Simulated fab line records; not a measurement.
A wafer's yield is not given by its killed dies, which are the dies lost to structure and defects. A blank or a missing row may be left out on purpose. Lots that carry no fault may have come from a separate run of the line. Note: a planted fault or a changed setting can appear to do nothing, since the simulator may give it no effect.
fab line records / flow sky130 / part 2 of 2: steps 24 to 33 of 33
record: lots: 5 wafers: 15 lastDay: 50
route steps=708 shown METAL4@631 VIA4@639 METAL5@661
lots untouched by any fault: they come from a run of this same line in which no faults occurred
startH: hours from the record's opening day to when the first of the lot's shown wafers began / waitH: time in hours since the lot's previous step / " the same as in the row above / L1.1+2: several wafers, shown together as one row / - either no value or no given start / * or withheld: withheld / < > ~ a bound
route shown NAME@n: a module of which the file shows steps, and the number in the route of the first / usual: mean/standard deviation of fault-free wafers / same: alike in all rows / chamber/n: place in a boat / sites: the reading at each site / _std_site: the values' standard deviation / _edge_site: mean of outer sites minus mean of inner sites / radiusMm: for every site, how far away it sits from the centre of the wafer / mask NAME#n: copy n / behind: tool/chamber where the wafer was last shaped / hold: cause of the lot's hold/its duration in hours/its outcome / device: the transistor (n, p or np) that didn't switch / end of line: the route-end tests of the same wafers / a step with no rows: only its recipe / killed: the dies lost at the first sort to structure and to defects; this is not the yield of the wafer / map: a wafer's dies, marking killed ones x, the rest . and places with no die _
set.NAME: the run value of the setting; set.NAME@STEP: its run value at that earlier step / model.NAME: the simulator's own value behind a step, which no gauge read
lots at selected steps of the route; one table per step, one row per wafer
services: the hour from which a tool's chamber was out of use, counted from the record's first day as startH (under 0 if before that day), plus the number of hours and why
== steps ==
step: SKY_VIA4_CLEAN_15
recipe: chemistry: IPA timeS: 180 tempC: 25
usual: tempC: 24.99/0.093
lot.wafer=L074.1 tool=wetBench-02 chamber=0 startH=1005.01 waitH=0.0 tempC=25.07
lot.wafer=L074.3 tool=wetBench-02 chamber=0 startH=1005.01 waitH=0.0 tempC=25.29
lot.wafer=L074.6 tool=wetBench-02 chamber=0 startH=1005.01 waitH=0.0 tempC=25.16
lot.wafer=L079.1 tool=wetBench-02 chamber=3 startH=1054.36 waitH=0.0 tempC=24.89
lot.wafer=L079.3 tool=wetBench-02 chamber=3 startH=1054.36 waitH=0.0 tempC=25.04
lot.wafer=L079.5 tool=wetBench-02 chamber=3 startH=1054.36 waitH=0.0 tempC=25.04
lot.wafer=L088.1 tool=wetBench-03 chamber=2 startH=1098.73 waitH=0.0 tempC=24.87
lot.wafer=L088.3 tool=wetBench-03 chamber=2 startH=1098.73 waitH=0.0 tempC=24.85
lot.wafer=L088.6 tool=wetBench-03 chamber=2 startH=1098.73 waitH=0.0 tempC=24.89
lot.wafer=L092.4 tool=wetBench-03 chamber=3 startH=1123.60 waitH=0.0 tempC=25.06
lot.wafer=L092.5 tool=wetBench-03 chamber=3 startH=1123.60 waitH=0.0 tempC=25.05
lot.wafer=L092.6 tool=wetBench-03 chamber=3 startH=1123.60 waitH=0.0 tempC=25.25
lot.wafer=L096.4 tool=wetBench-03 chamber=0 startH=1141.11 waitH=0.0 tempC=24.95
lot.wafer=L096.5 tool=wetBench-03 chamber=0 startH=1141.11 waitH=0.0 tempC=24.96
lot.wafer=L096.6 tool=wetBench-03 chamber=0 startH=1141.11 waitH=0.0 tempC=25.00
step: SKY_VIA4_CLEAN_16
recipe: chemistry: O3/DIW dry: n2Spin
lot.wafer=L074.1+3+6 tool=wetBench-03 chamber=0 startH=1005.07 waitH=0.0
lot.wafer=L079.1+3+5 tool=wetBench-03 chamber=1 startH=1054.42 waitH=0.0
lot.wafer=L088.1+3+6 tool=wetBench-01 chamber=3 startH=1098.80 waitH=0.0
lot.wafer=L092.4+5+6 tool=wetBench-02 chamber=3 startH=1123.67 waitH=0.0
lot.wafer=L096.4+5+6 tool=wetBench-02 chamber=1 startH=1141.17 waitH=0.0
step: SKY_VIA4_SPUTTER_17
recipe: material: TiN targetThkNm: 20 chamberPressurePa: 5 powerW: 4000 timeS: 80
usual: throttleValvePct: 29.8/1.2
lot.wafer=L074.1 tool=pvdSputter-01 chamber=- startH=1005.17 waitH=0.0 throttleValvePct=30.4
lot.wafer=L074.3 tool=pvdSputter-01 chamber=- startH=1005.17 waitH=0.0 throttleValvePct=30.1
lot.wafer=L074.6 tool=pvdSputter-01 chamber=- startH=1005.17 waitH=0.0 throttleValvePct=30.3
lot.wafer=L079.1 tool=pvdSputter-03 chamber=- startH=1054.51 waitH=0.0 throttleValvePct=28.9
lot.wafer=L079.3 tool=pvdSputter-03 chamber=- startH=1054.51 waitH=0.0 throttleValvePct=32.0
lot.wafer=L079.5 tool=pvdSputter-03 chamber=- startH=1054.51 waitH=0.0 throttleValvePct=32.0
lot.wafer=L088.1 tool=pvdSputter-04 chamber=- startH=1098.89 waitH=0.0 throttleValvePct=29.6
lot.wafer=L088.3 tool=pvdSputter-04 chamber=- startH=1098.89 waitH=0.0 throttleValvePct=31.5
lot.wafer=L088.6 tool=pvdSputter-04 chamber=- startH=1098.89 waitH=0.0 throttleValvePct=29.5
lot.wafer=L092.4 tool=pvdSputter-03 chamber=- startH=1123.76 waitH=0.0 throttleValvePct=32.1
lot.wafer=L092.5 tool=pvdSputter-03 chamber=- startH=1123.76 waitH=0.0 throttleValvePct=31.9
lot.wafer=L092.6 tool=pvdSputter-03 chamber=- startH=1123.76 waitH=0.0 throttleValvePct=28.3
lot.wafer=L096.4 tool=pvdSputter-01 chamber=- startH=1141.26 waitH=0.0 throttleValvePct=30.0
lot.wafer=L096.5 tool=pvdSputter-01 chamber=- startH=1141.26 waitH=0.0 throttleValvePct=28.1
lot.wafer=L096.6 tool=pvdSputter-01 chamber=- startH=1141.26 waitH=0.0 throttleValvePct=30.7
step: SKY_VIA4_CVD_18
recipe: material: W targetThkNm: 505 timeS: 152.14 tempC: 400 pressureTorr: 40
usual: heaterPowerW: 822/83
lot.wafer=L074.1 tool=cvdW-01 chamber=1 startH=1005.23 waitH=0.0 heaterPowerW=901
lot.wafer=L074.3 tool=cvdW-01 chamber=0 startH=1005.23 waitH=0.0 heaterPowerW=824
lot.wafer=L074.6 tool=cvdW-01 chamber=0 startH=1005.23 waitH=0.0 heaterPowerW=822
lot.wafer=L079.1 tool=cvdW-02 chamber=0 startH=1054.57 waitH=0.0 heaterPowerW=796
lot.wafer=L079.3 tool=cvdW-02 chamber=1 startH=1054.57 waitH=0.0 heaterPowerW=678
lot.wafer=L079.5 tool=cvdW-02 chamber=1 startH=1054.57 waitH=0.0 heaterPowerW=680
lot.wafer=L088.1 tool=cvdW-01 chamber=0 startH=1098.95 waitH=0.0 heaterPowerW=854
lot.wafer=L088.3 tool=cvdW-01 chamber=0 startH=1098.95 waitH=0.0 heaterPowerW=826
lot.wafer=L088.6 tool=cvdW-01 chamber=1 startH=1098.95 waitH=0.0 heaterPowerW=907
lot.wafer=L092.4 tool=cvdW-01 chamber=0 startH=1123.87 waitH=0.1 heaterPowerW=831
lot.wafer=L092.5 tool=cvdW-01 chamber=0 startH=1123.87 waitH=0.1 heaterPowerW=835
lot.wafer=L092.6 tool=cvdW-01 chamber=1 startH=1123.87 waitH=0.1 heaterPowerW=932
lot.wafer=L096.4 tool=cvdW-01 chamber=0 startH=1141.37 waitH=0.1 heaterPowerW=840
lot.wafer=L096.5 tool=cvdW-01 chamber=0 startH=1141.37 waitH=0.1 heaterPowerW=825
lot.wafer=L096.6 tool=cvdW-01 chamber=1 startH=1141.37 waitH=0.1 heaterPowerW=927
step: SKY_VIA4_RS_MEAS_19
recipe: thkMeasGauge: four-point-probe reads: W_of_VIA4_CVD_18+TiN_of_VIA4_SPUTTER_17
usual: VIA4_W_RS: 0.2254/0.0024
lot.wafer=L074.1 tool=filmMetro-01 chamber=- startH=1005.38 waitH=0.1 VIA4_W_RS[ohm/sq]=0.2278
lot.wafer=L074.3 tool=filmMetro-01 chamber=- startH=1005.38 waitH=0.1 VIA4_W_RS[ohm/sq]=0.2249
lot.wafer=L074.6 tool=filmMetro-01 chamber=- startH=1005.38 waitH=0.1 VIA4_W_RS[ohm/sq]=0.2242
lot.wafer=L079.1 tool=filmMetro-02 chamber=- startH=1054.73 waitH=0.1 VIA4_W_RS[ohm/sq]=0.2241
lot.wafer=L079.3 tool=filmMetro-02 chamber=- startH=1054.73 waitH=0.1 VIA4_W_RS[ohm/sq]=0.2230
lot.wafer=L079.5 tool=filmMetro-02 chamber=- startH=1054.73 waitH=0.1 VIA4_W_RS[ohm/sq]=0.2264
lot.wafer=L088.1 tool=filmMetro-01 chamber=- startH=1099.10 waitH=0.1 VIA4_W_RS[ohm/sq]=0.2238
lot.wafer=L088.3 tool=filmMetro-01 chamber=- startH=1099.10 waitH=0.1 VIA4_W_RS[ohm/sq]=0.2230
lot.wafer=L088.6 tool=filmMetro-01 chamber=- startH=1099.10 waitH=0.1 VIA4_W_RS[ohm/sq]=0.2237
lot.wafer=L092.4 tool=filmMetro-02 chamber=- startH=1124.03 waitH=0.1 VIA4_W_RS[ohm/sq]=0.2280
lot.wafer=L092.5 tool=filmMetro-02 chamber=- startH=1124.03 waitH=0.1 VIA4_W_RS[ohm/sq]=0.2264
lot.wafer=L092.6 tool=filmMetro-02 chamber=- startH=1124.03 waitH=0.1 VIA4_W_RS[ohm/sq]=0.2281
lot.wafer=L096.4 tool=filmMetro-02 chamber=- startH=1141.54 waitH=0.1 VIA4_W_RS[ohm/sq]=0.2235
lot.wafer=L096.5 tool=filmMetro-02 chamber=- startH=1141.54 waitH=0.1 VIA4_W_RS[ohm/sq]=0.2266
lot.wafer=L096.6 tool=filmMetro-02 chamber=- startH=1141.54 waitH=0.1 VIA4_W_RS[ohm/sq]=0.2257
step: SKY_VIA4_THK_MEAS_20
recipe: thkMeasGauge: xrf reads: W_of_VIA4_CVD_18
usual: VIA4_W_THK: 501/9.1
lot.wafer=L074.1 tool=filmMetro-01 chamber=- startH=1005.50 waitH=0.1 VIA4_W_THK[nm]=503
lot.wafer=L074.3 tool=filmMetro-01 chamber=- startH=1005.50 waitH=0.1 VIA4_W_THK[nm]=511
lot.wafer=L074.6 tool=filmMetro-01 chamber=- startH=1005.50 waitH=0.1 VIA4_W_THK[nm]=512
lot.wafer=L079.1 tool=filmMetro-02 chamber=- startH=1054.85 waitH=0.1 VIA4_W_THK[nm]=503
lot.wafer=L079.3 tool=filmMetro-02 chamber=- startH=1054.85 waitH=0.1 VIA4_W_THK[nm]=505
lot.wafer=L079.5 tool=filmMetro-02 chamber=- startH=1054.85 waitH=0.1 VIA4_W_THK[nm]=500
lot.wafer=L088.1 tool=filmMetro-01 chamber=- startH=1099.22 waitH=0.1 VIA4_W_THK[nm]=508
lot.wafer=L088.3 tool=filmMetro-01 chamber=- startH=1099.22 waitH=0.1 VIA4_W_THK[nm]=514
lot.wafer=L088.6 tool=filmMetro-01 chamber=- startH=1099.22 waitH=0.1 VIA4_W_THK[nm]=512
lot.wafer=L092.4 tool=filmMetro-02 chamber=- startH=1124.12 waitH=0.1 VIA4_W_THK[nm]=502
lot.wafer=L092.5 tool=filmMetro-02 chamber=- startH=1124.12 waitH=0.1 VIA4_W_THK[nm]=504
lot.wafer=L092.6 tool=filmMetro-02 chamber=- startH=1124.12 waitH=0.1 VIA4_W_THK[nm]=498
lot.wafer=L096.4 tool=filmMetro-02 chamber=- startH=1141.63 waitH=0.1 VIA4_W_THK[nm]=504
lot.wafer=L096.5 tool=filmMetro-02 chamber=- startH=1141.63 waitH=0.1 VIA4_W_THK[nm]=498
lot.wafer=L096.6 tool=filmMetro-02 chamber=- startH=1141.63 waitH=0.1 VIA4_W_THK[nm]=497
step: SKY_VIA4_CMP_21
recipe: stopOn: SiO2 tOverpolishS: 25 downForcePsi: 3.5 platenRpm: 60 targetThkNm: 0 padVelocityMS: 0.94248
usual: motorCurrentA: 10.5/1 overpolishRunS: 25.000/0.0084 platenRpm: 60.00/0.039 slurryFilterDpKPa: 13.51/0.13 timeToEndpointS: 124/5.3
lot.wafer=L074.3 tool=cmp-02 chamber=0 startH=1005.81 waitH=0.3 motorCurrentA=11.5 overpolishRunS=24.996 platenRpm=60.03 slurryFilterDpKPa=13.55 timeToEndpointS=133
lot.wafer=L074.1 tool=cmp-02 chamber=3 startH=1005.81 waitH=0.3 motorCurrentA=9.1 overpolishRunS=25.001 platenRpm=60.01 slurryFilterDpKPa=13.69 timeToEndpointS=140
lot.wafer=L074.6 tool=cmp-02 chamber=0 startH=1005.81 waitH=0.3 motorCurrentA=12.6 overpolishRunS=25.002 platenRpm=60.08 slurryFilterDpKPa=13.57 timeToEndpointS=130
lot.wafer=L079.3 tool=cmp-02 chamber=0 startH=1054.91 waitH=0.0 motorCurrentA=12.2 overpolishRunS=24.989 platenRpm=60.01 slurryFilterDpKPa=13.52 timeToEndpointS=119
lot.wafer=L079.1 tool=cmp-02 chamber=1 startH=1054.91 waitH=0.0 motorCurrentA=12.4 overpolishRunS=25.004 platenRpm=60.00 slurryFilterDpKPa=13.37 timeToEndpointS=123
lot.wafer=L079.5 tool=cmp-02 chamber=0 startH=1054.91 waitH=0.0 motorCurrentA=11.5 overpolishRunS=24.999 platenRpm=59.96 slurryFilterDpKPa=13.54 timeToEndpointS=117
lot.wafer=L088.1 tool=cmp-01 chamber=3 startH=1101.13 waitH=1.9 motorCurrentA=10.2 overpolishRunS=24.992 platenRpm=59.96 slurryFilterDpKPa=13.36 timeToEndpointS=123
lot.wafer=L088.3 tool=cmp-01 chamber=1 startH=1101.13 waitH=1.9 motorCurrentA=9.7 overpolishRunS=24.993 platenRpm=60.00 slurryFilterDpKPa=13.33 timeToEndpointS=128
lot.wafer=L088.6 tool=cmp-01 chamber=0 startH=1101.13 waitH=1.9 motorCurrentA=10.2 overpolishRunS=24.995 platenRpm=60.05 slurryFilterDpKPa=13.52 timeToEndpointS=129
lot.wafer=L092.4 tool=cmp-01 chamber=0 startH=1124.30 waitH=0.2 motorCurrentA=10.0 overpolishRunS=25.009 platenRpm=59.97 slurryFilterDpKPa=13.41 timeToEndpointS=121
lot.wafer=L092.6 tool=cmp-01 chamber=1 startH=1124.30 waitH=0.2 motorCurrentA=9.9 overpolishRunS=24.992 platenRpm=60.02 slurryFilterDpKPa=13.77 timeToEndpointS=125
lot.wafer=L092.5 tool=cmp-01 chamber=2 startH=1124.30 waitH=0.2 motorCurrentA=9.6 overpolishRunS=25.008 platenRpm=60.00 slurryFilterDpKPa=13.50 timeToEndpointS=128
lot.wafer=L096.4 tool=cmp-01 chamber=0 startH=1141.81 waitH=0.2 motorCurrentA=10.3 overpolishRunS=25.001 platenRpm=60.01 slurryFilterDpKPa=13.37 timeToEndpointS=134
lot.wafer=L096.5 tool=cmp-01 chamber=1 startH=1141.81 waitH=0.2 motorCurrentA=10.0 overpolishRunS=24.996 platenRpm=60.03 slurryFilterDpKPa=13.70 timeToEndpointS=129
lot.wafer=L096.6 tool=cmp-01 chamber=2 startH=1141.81 waitH=0.2 motorCurrentA=10.0 overpolishRunS=25.002 platenRpm=60.02 slurryFilterDpKPa=13.25 timeToEndpointS=132
step: SKY_METAL5_SPUTTER_00
recipe: material: Ti targetThkNm: 15 powerW: 3000 timeS: 10 chamberPressurePa: 0.4
usual: throttleValvePct: 29.6/0.91
lot.wafer=L074.1 tool=pvdSputter-01 chamber=- startH=1006.11 waitH=0.1 throttleValvePct=29.1
lot.wafer=L074.3 tool=pvdSputter-01 chamber=- startH=1006.11 waitH=0.1 throttleValvePct=30.6
lot.wafer=L074.6 tool=pvdSputter-01 chamber=- startH=1006.11 waitH=0.1 throttleValvePct=30.2
lot.wafer=L079.1 tool=pvdSputter-02 chamber=- startH=1055.21 waitH=0.2 throttleValvePct=29.7
lot.wafer=L079.3 tool=pvdSputter-02 chamber=- startH=1055.21 waitH=0.2 throttleValvePct=28.7
lot.wafer=L079.5 tool=pvdSputter-02 chamber=- startH=1055.21 waitH=0.2 throttleValvePct=29.7
lot.wafer=L088.1 tool=pvdSputter-04 chamber=- startH=1101.43 waitH=0.2 throttleValvePct=29.5
lot.wafer=L088.3 tool=pvdSputter-04 chamber=- startH=1101.43 waitH=0.2 throttleValvePct=30.1
lot.wafer=L088.6 tool=pvdSputter-04 chamber=- startH=1101.43 waitH=0.2 throttleValvePct=29.5
lot.wafer=L092.4 tool=pvdSputter-02 chamber=- startH=1124.46 waitH=0.1 throttleValvePct=28.7
lot.wafer=L092.5 tool=pvdSputter-02 chamber=- startH=1124.46 waitH=0.1 throttleValvePct=30.0
lot.wafer=L092.6 tool=pvdSputter-02 chamber=- startH=1124.46 waitH=0.1 throttleValvePct=28.6
lot.wafer=L096.4 tool=pvdSputter-02 chamber=- startH=1141.96 waitH=0.1 throttleValvePct=28.9
lot.wafer=L096.5 tool=pvdSputter-02 chamber=- startH=1141.96 waitH=0.1 throttleValvePct=28.6
lot.wafer=L096.6 tool=pvdSputter-02 chamber=- startH=1141.96 waitH=0.1 throttleValvePct=28.7
step: SKY_METAL5_SPUTTER_01
recipe: material: TiN targetThkNm: 20 powerW: 6500 timeS: 16.7 chamberPressurePa: 0.4
usual: throttleValvePct: 29.7/0.91
lot.wafer=L074.1 tool=pvdSputter-01 chamber=- startH=1006.13 waitH=0.0 throttleValvePct=29.2
lot.wafer=L074.3 tool=pvdSputter-01 chamber=- startH=1006.13 waitH=0.0 throttleValvePct=30.7
lot.wafer=L074.6 tool=pvdSputter-01 chamber=- startH=1006.13 waitH=0.0 throttleValvePct=30.3
lot.wafer=L079.1 tool=pvdSputter-02 chamber=- startH=1055.23 waitH=0.0 throttleValvePct=29.6
lot.wafer=L079.3 tool=pvdSputter-02 chamber=- startH=1055.23 waitH=0.0 throttleValvePct=28.8
lot.wafer=L079.5 tool=pvdSputter-02 chamber=- startH=1055.23 waitH=0.0 throttleValvePct=29.8
lot.wafer=L088.1 tool=pvdSputter-04 chamber=- startH=1101.46 waitH=0.0 throttleValvePct=29.9
lot.wafer=L088.3 tool=pvdSputter-04 chamber=- startH=1101.46 waitH=0.0 throttleValvePct=29.6
lot.wafer=L088.6 tool=pvdSputter-04 chamber=- startH=1101.46 waitH=0.0 throttleValvePct=29.6
lot.wafer=L092.4 tool=pvdSputter-02 chamber=- startH=1124.49 waitH=0.0 throttleValvePct=29.1
lot.wafer=L092.5 tool=pvdSputter-02 chamber=- startH=1124.49 waitH=0.0 throttleValvePct=30.2
lot.wafer=L092.6 tool=pvdSputter-02 chamber=- startH=1124.49 waitH=0.0 throttleValvePct=28.6
lot.wafer=L096.4 tool=pvdSputter-02 chamber=- startH=1141.98 waitH=0.0 throttleValvePct=28.4
lot.wafer=L096.5 tool=pvdSputter-02 chamber=- startH=1141.98 waitH=0.0 throttleValvePct=28.5
lot.wafer=L096.6 tool=pvdSputter-02 chamber=- startH=1141.98 waitH=0.0 throttleValvePct=28.8
step: SKY_METAL5_SPUTTER_02
recipe: material: AlCu targetThkNm: 1150 powerW: 10600 timeS: 61.2 chamberPressurePa: 0.4
usual: throttleValvePct: 29.6/0.89
lot.wafer=L074.1 tool=pvdSputter-01 chamber=- startH=1006.16 waitH=0.0 throttleValvePct=29.1
lot.wafer=L074.3 tool=pvdSputter-01 chamber=- startH=1006.16 waitH=0.0 throttleValvePct=30.3
lot.wafer=L074.6 tool=pvdSputter-01 chamber=- startH=1006.16 waitH=0.0 throttleValvePct=30.2
lot.wafer=L079.1 tool=pvdSputter-02 chamber=- startH=1055.25 waitH=0.0 throttleValvePct=30.0
lot.wafer=L079.3 tool=pvdSputter-02 chamber=- startH=1055.25 waitH=0.0 throttleValvePct=28.7
lot.wafer=L079.5 tool=pvdSputter-02 chamber=- startH=1055.25 waitH=0.0 throttleValvePct=29.6
lot.wafer=L088.1 tool=pvdSputter-04 chamber=- startH=1101.48 waitH=0.0 throttleValvePct=29.5
lot.wafer=L088.3 tool=pvdSputter-04 chamber=- startH=1101.48 waitH=0.0 throttleValvePct=29.7
lot.wafer=L088.6 tool=pvdSputter-04 chamber=- startH=1101.48 waitH=0.0 throttleValvePct=29.7
lot.wafer=L092.4 tool=pvdSputter-02 chamber=- startH=1124.53 waitH=0.0 throttleValvePct=28.9
lot.wafer=L092.5 tool=pvdSputter-02 chamber=- startH=1124.53 waitH=0.0 throttleValvePct=30.4
lot.wafer=L092.6 tool=pvdSputter-02 chamber=- startH=1124.53 waitH=0.0 throttleValvePct=28.5
lot.wafer=L096.4 tool=pvdSputter-02 chamber=- startH=1142.00 waitH=0.0 throttleValvePct=28.8
lot.wafer=L096.5 tool=pvdSputter-02 chamber=- startH=1142.00 waitH=0.0 throttleValvePct=28.5
lot.wafer=L096.6 tool=pvdSputter-02 chamber=- startH=1142.00 waitH=0.0 throttleValvePct=28.5
== services ==
tool=cvdW-01 chamber=1 startH=956.93 hours=11.1 kind=repair
tool=cvdW-01 chamber=- startH=957.30 hours=6.9 kind=pm
tool=rieDiel-03 chamber=3 startH=965.62 hours=7.4 kind=repair
tool=cmp-02 chamber=- startH=967.55 hours=2.0 kind=repair
tool=rieDiel-01 chamber=1 startH=970.35 hours=2.5 kind=repair
tool=pvdSputter-01 chamber=- startH=973.72 hours=3.7 kind=repair
tool=cmp-01 chamber=- startH=976.78 hours=0.6 kind=repair
tool=plasmaAsher-04 chamber=- startH=981.75 hours=1.3 kind=repair
tool=rieDiel-01 chamber=0 startH=1004.77 hours=5.9 kind=repair
tool=cmp-01 chamber=- startH=1010.08 hours=5.2 kind=pm
tool=cmp-02 chamber=- startH=1028.62 hours=0.8 kind=repair
tool=pvdSputter-01 chamber=- startH=1043.98 hours=1.0 kind=repair
tool=cmp-02 chamber=- startH=1050.12 hours=3.0 kind=pm
tool=cmp-02 chamber=- startH=1056.14 hours=1.9 kind=repair
tool=cmp-02 chamber=- startH=1059.32 hours=1.1 kind=repair
tool=rieMetal-01 chamber=- startH=1059.48 hours=1.4 kind=pm
tool=wetBench-02 chamber=- startH=1070.75 hours=14.4 kind=repair
tool=cmp-02 chamber=- startH=1073.57 hours=0.7 kind=repair
tool=cmp-02 chamber=- startH=1080.29 hours=3.8 kind=repair
tool=cmp-02 chamber=- startH=1084.12 hours=15.9 kind=pm
tool=rieMetal-01 chamber=1 startH=1096.92 hours=15.7 kind=repair
tool=rieMetal-03 chamber=- startH=1107.28 hours=28.1 kind=pm
tool=wetBench-01 chamber=- startH=1111.14 hours=1.9 kind=repair
tool=rieMetal-01 chamber=1 startH=1130.28 hours=15.6 kind=repair
